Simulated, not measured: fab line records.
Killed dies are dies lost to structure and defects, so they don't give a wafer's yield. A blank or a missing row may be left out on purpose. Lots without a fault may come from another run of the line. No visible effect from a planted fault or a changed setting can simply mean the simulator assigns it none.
fab line records | flow gf180mcu
[record] lots = 12 wafers = 36 last_day = 34
route steps=602 shown V4@480 MIM@512 M5@534
lots untouched by any fault: they come from a run of this same line in which no faults occurred
start_h: the number of hours between the record's first day and the start of the first shown wafer of the lot | wait_h: hours from the lot's prior step to this one | " same as the row above | L1.1+2: a row that stands for several wafers | - no value present, or no start provided | * or withheld: withheld | < > ~ a bound
route shown NAME@n: a module of which the file shows steps, and the number in the route of the first | usual: mean/standard deviation taken from wafers without a fault | same: alike in all rows | chamber/n: place in a boat | sites: each site's reading | _std_site: standard deviation of those values | _edge_site: the outer-site mean with the inner-site mean subtracted | radius_mm: how far each site lies from the wafer's centre | mask NAME#n: copy n | behind: the last tool/chamber to shape the wafer | hold: why the lot was held/for how many hours/how that ended | device: the transistor (n, p or np) that didn't switch | end of line: the route-end tests of the same wafers | for a step that has no rows: nothing shown but its recipe | killed: at the first sort, the dies lost to defects and structure; wafer yield is something else | map: a wafer's dies, x killed, . not, _ none there
set.NAME: the setting that was run; set.NAME@STEP: the one run at that earlier step | model.NAME: the simulator's own value behind a step, which no gauge read
one table for each step of the route and one row for each wafer, over a sample of lots
services: when a tool's chamber went out of use (start_h, in hours from the record's first day, below 0 if earlier), for how many hours, and the reason
[[steps]]
[step GF_V4_CMP_04]
[recipe] material = SiO2 down_force_psi = 4 platen_rpm = 60 pad_velocity_m_s = 0.94248
[usual] motor_current_A = 12.8/1.1 platen_rpm = 60.00/0.04 time_to_endpoint_s = 79/5.7
// columns lot.wafer tool chamber start_h wait_h motor_current_A platen_rpm time_to_endpoint_s
L140.2 cmp-01 3 549.87 0.0 13.2 59.99 75
L140.4 " 0 " " 13.7 60.04 89
L140.6 " 0 " " 13.2 60.06 87
L141.1 cmp-01 3 552.72 0.1 13.6 59.99 72
L141.4 " 0 " " 13.1 60.02 81
L141.2 " 2 " " 12.9 60.01 74
L144.4 cmp-02 0 580.45 0.3 12.1 60.01 80
L144.2 " 1 " " 11.4 59.94 73
L144.5 " 2 " " 13.9 59.99 78
L146.2 cmp-02 0 587.59 0.1 12.0 59.98 79
L146.1 " 1 " " 11.5 60.02 72
L146.5 " 2 " " 13.3 60.04 75
L151.1 cmp-01 0 630.47 0.1 13.6 59.97 74
L151.2 " 1 " " 14.3 60.03 81
L151.5 " 3 " " 13.4 59.94 74
L152.2 cmp-02 0 636.02 0.1 12.7 60.03 85
L152.1 " 1 " " 12.1 60.00 83
L152.6 " 3 " " 12.0 59.92 84
L154.1 cmp-01 2 650.84 0.1 13.2 59.93 81
L154.2 " 0 " " 13.1 60.04 78
L154.3 " 1 " " 15.0 60.06 79
L157.1 cmp-02 2 675.61 0.1 13.9 60.08 73
L157.4 " 3 " " 11.4 59.94 83
L157.5 " 2 " " 13.7 60.03 74
L158.1 cmp-01 3 682.32 0.1 12.9 60.04 74
L158.3 " 0 " " 13.4 59.99 76
L158.5 " 3 " " 12.4 60.01 76
L159.1 cmp-02 1 685.68 0.1 11.6 59.99 67
L159.5 " 3 " " 11.2 60.01 82
L159.6 " 0 " " 11.6 60.01 83
L161.3 cmp-02 2 703.48 0.0 14.1 60.00 81
L161.4 " 0 " " 11.9 60.01 84
L161.6 " 3 " " 11.4 59.98 85
L163.2 cmp-02 3 709.97 0.0 11.5 59.92 81
L163.5 " 3 " " 11.7 59.98 82
L163.6 " 0 " " 12.0 60.01 85
[step GF_V4_OVL_MEAS_15]
[usual] V4_OVL = 3/5.1
// columns lot.wafer tool chamber start_h wait_h V4_OVL[nm]
L140.2 overlay-01 - 572.28 0.1 -4
L140.4 " - " " 7
L140.6 " - " " 0
L141.1 overlay-02 - 574.65 0.1 -3
L141.2 " - " " -3
L141.4 " - " " -4
L144.2 overlay-02 - 601.68 0.1 2
L144.4 " - " " 6
L144.5 " - " " 3
L146.1 overlay-01 - 608.93 0.1 -8
L146.2 " - " " 2
L146.5 " - " " -1
L151.1 overlay-01 - 651.25 0.1 2
L151.2 " - " " -8
L151.5 " - " " 1
L152.1 overlay-01 - 656.03 0.1 -2
L152.2 " - " " -2
L152.6 " - " " 7
L154.1 overlay-02 - 671.28 0.1 -1
L154.2 " - " " 4
L154.3 " - " " -2
L157.1 overlay-02 - 694.90 0.1 -1
L157.4 " - " " 1
L157.5 " - " " 3
L158.1 overlay-02 - 701.90 0.1 5
L158.3 " - " " 7
L158.5 " - " " 6
L159.1 overlay-02 - 704.50 0.1 5
L159.5 " - " " 10
L159.6 " - " " -3
L161.3 overlay-02 - 721.79 0.1 19
L161.4 " - " " 5
L161.6 " - " " 11
L163.2 overlay-02 - 728.03 0.1 4
L163.5 " - " " 1
L163.6 " - " " 7
[step GF_MIM_SPUTTER_09]
[recipe] material = TiN target_thk_nm = 35 power_w = 6500 time_s = 29.2 chamber_pressure_pa = 0.4
[usual] throttle_valve_pct = 30.9/1
// columns lot.wafer tool chamber start_h wait_h throttle_valve_pct
L140.2 pvd_sputter-04 - 574.05 0.0 29.8
L140.4 " - " " 31.9
L140.6 " - " " 29.9
L141.1 pvd_sputter-03 - 576.43 0.0 30.7
L141.2 " - " " 31.6
L141.4 " - " " 29.5
L144.2 pvd_sputter-01 - 603.49 0.0 30.7
L144.4 " - " " 33.1
L144.5 " - " " 31.2
L146.1 pvd_sputter-04 - 610.72 0.0 31.5
L146.2 " - " " 29.7
L146.5 " - " " 31.7
L151.1 pvd_sputter-01 - 653.04 0.0 30.4
L151.2 " - " " 33.2
L151.5 " - " " 33.3
L152.1 pvd_sputter-04 - 658.29 0.0 29.9
L152.2 " - " " 31.8
L152.6 " - " " 30.9
L154.1 pvd_sputter-03 - 673.08 0.0 31.0
L154.2 " - " " 29.8
L154.3 " - " " 29.7
L157.1 pvd_sputter-03 - 696.67 0.0 31.0
L157.4 " - " " 31.6
L157.5 " - " " 30.1
L158.1 pvd_sputter-03 - 703.80 0.0 31.2
L158.3 " - " " 29.7
L158.5 " - " " 31.6
L159.1 pvd_sputter-03 - 706.62 0.0 29.3
L159.5 " - " " 29.8
L159.6 " - " " 31.0
L161.3 pvd_sputter-04 - 723.55 0.0 31.1
L161.4 " - " " 29.5
L161.6 " - " " 31.7
L163.2 pvd_sputter-01 - 729.88 0.0 33.0
L163.5 " - " " 30.0
L163.6 " - " " 31.4
[step GF_MIM_METAL_ETCH_19]
[recipe] chemistry = Cl2/BCl3 mask_material = NOVOLAK stop_on = Si3N4 target_depth_nm = 324.5 pressure_mtorr = 8 icp_w = 800 bias_w = 140 Cl2_flow_sccm = 80 bcl3_flow_sccm = 40 time_s = 54.1
[usual] drypump_motor_current_A = 5.7/0.38 oes_product_au = 0.924/0.0055 throttle_valve_pct = 28.301/0.01
// columns lot.wafer tool chamber start_h wait_h drypump_motor_current_A oes_product_au rf_hours_counter_h throttle_valve_pct
L140.2 rie_metal-03 0 594.81 0.1 5.7 0.937 1 28.303
L140.4 " 1 " " 5.3 0.934 - 28.309
L140.6 " 1 " " 5.3 0.921 - 28.295
L141.1 rie_metal-01 1 596.96 0.1 6.2 0.924 6 28.313
L141.2 " 0 " " 6.2 0.919 12 28.312
L141.4 " 1 " " 6.2 0.923 - 28.318
L144.2 rie_metal-03 0 624.16 0.1 5.7 0.929 2 28.287
L144.4 " 0 " " 5.7 0.925 - 28.285
L144.5 " 1 " " 5.3 0.925 - 28.302
L146.1 rie_metal-02 1 631.01 0.1 5.6 0.922 6 28.290
L146.2 " 0 " " 5.3 0.916 5 28.299
L146.5 " 0 " " 5.3 0.920 - 28.296
L151.1 rie_metal-02 0 672.21 0.1 5.3 0.930 7 28.302
L151.2 " 1 " " 5.6 0.928 8 28.285
L151.5 " 0 " " 5.3 0.925 - 28.306
L152.1 rie_metal-01 1 677.94 0.1 6.2 0.922 10 28.308
L152.2 " 1 " " 6.3 0.915 - 28.312
L152.6 " 1 " " 6.2 0.919 - 28.309
L154.1 rie_metal-01 1 691.79 0.1 6.2 0.924 11 28.294
L154.2 " 0 " " 6.1 0.923 0 28.331
L154.3 " 1 " " 6.3 0.926 - 28.300
L157.1 rie_metal-02 0 714.71 0.1 5.3 0.925 8 28.290
L157.4 " 1 " " 5.6 0.929 - 28.283
L157.5 " 0 " " 5.3 0.939 - 28.294
L158.1 rie_metal-02 0 722.19 0.1 5.3 0.949 8 28.286
L158.3 " 1 " " 5.6 0.943 - 28.278
L158.5 " 0 " " 5.3 0.949 - 28.286
L159.1 rie_metal-01 0 725.01 0.1 6.2 0.952 2 28.292
L159.5 " 1 " " 6.2 0.951 - 28.273
L159.6 " 0 " " 6.2 0.937 - 28.268
L161.3 rie_metal-02 1 740.76 0.1 5.6 0.922 - 28.308
L161.4 " 0 " " 5.3 0.923 - 28.303
L161.6 " 0 " " 5.3 0.929 - 28.298
L163.2 rie_metal-02 0 747.31 0.1 5.3 0.920 9 28.308
L163.5 " 1 " " 5.5 0.922 - 28.283
L163.6 " 0 " " 5.3 0.920 - 28.304
[step GF_M5_OVL_MEAS_08]
[usual] M5_OVL = -8/4.9
// columns lot.wafer tool chamber start_h wait_h M5_OVL[nm]
L140.2 overlay-02 - 615.91 0.1 -10
L140.4 " - " " -18
L140.6 " - " " -7
L141.1 overlay-01 - 618.30 0.1 -9
L141.2 " - " " -9
L141.4 " - " " -4
L144.2 overlay-01 - 644.58 0.1 -10
L144.4 " - " " -8
L144.5 " - " " -16
L146.1 overlay-01 - 650.61 0.1 -18
L146.2 " - " " -6
L146.5 " - " " -13
L151.1 overlay-01 - 691.60 0.1 -11
L151.2 " - " " -9
L151.5 " - " " -1
L152.1 overlay-02 - 698.31 0.1 -6
L152.2 " - " " -11
L152.6 " - " " -9
L154.1 overlay-02 - 710.00 0.1 -8
L154.2 " - " " -15
L154.3 " - " " -10
L157.1 overlay-02 - 732.28 0.1 2
L157.4 " - " " -6
L157.5 " - " " 2
L158.1 overlay-01 - 739.51 0.1 -10
L158.3 " - " " -8
L158.5 " - " " -6
L159.1 overlay-01 - 742.81 0.1 -9
L159.5 " - " " -12
L159.6 " - " " -11
L161.3 overlay-01 - 758.29 0.1 -2
L161.4 " - " " -8
L161.6 " - " " -1
L163.2 overlay-02 - 764.08 0.1 -4
L163.5 " - " " -9
L163.6 " - " " -8
[[services]]
// columns tool chamber start_h hours kind
cmp-02 - 550.44 9.5 pm
rie_metal-01 1 554.76 13.6 repair
cmp-01 - 562.23 1.8 repair
rie_metal-01 0 568.94 5.3 repair
cmp-02 - 572.27 4.0 pm
cmp-01 - 579.51 2.0 repair
pvd_sputter-04 - 594.60 1.6 repair
rie_metal-02 - 609.98 1.4 repair
cmp-02 - 612.58 2.1 repair
rie_metal-02 1 614.59 9.7 repair
cmp-02 - 630.33 0.5 repair
pvd_sputter-03 - 631.22 1.1 repair
pvd_sputter-01 - 634.99 8.4 repair
cmp-02 - 655.00 3.2 pm
cmp-02 - 659.21 1.5 repair
pvd_sputter-01 - 669.72 9.1 repair
cmp-02 - 673.60 1.2 repair
rie_metal-02 - 677.73 14.6 pm
pvd_sputter-04 - 678.89 3.5 repair
cmp-01 - 709.93 1.1 repair
cmp-01 - 718.02 7.5 pm
rie_metal-02 0 723.67 16.8 repair
pvd_sputter-03 - 726.72 1.2 repair
cmp-01 - 744.54 4.0 pm
[[key]]
[first_sign] step = GF_MIM_METAL_ETCH_19 reading = oes_product_au direction = up sigmas = 4.1 usual = 0.924 struck = 0.947
effect none on later readings
met_at GF_MIM_SPUTTER_09
struck_lots L158,L159
not_acting_at GF_V4_CMP_04,GF_V4_OVL_MEAS_15,GF_M5_OVL_MEAS_08
onset_between 696.67 703.80
[fault] kind = process_parameter_drift tool = pvd_sputter-03 chamber = - onset_h = 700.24 steps = GF_MIM_SPUTTER_09 channel = target_thk_nm offset = 11.252 shape = step end_h = 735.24 acts_in = these_recipes_only stated = 35
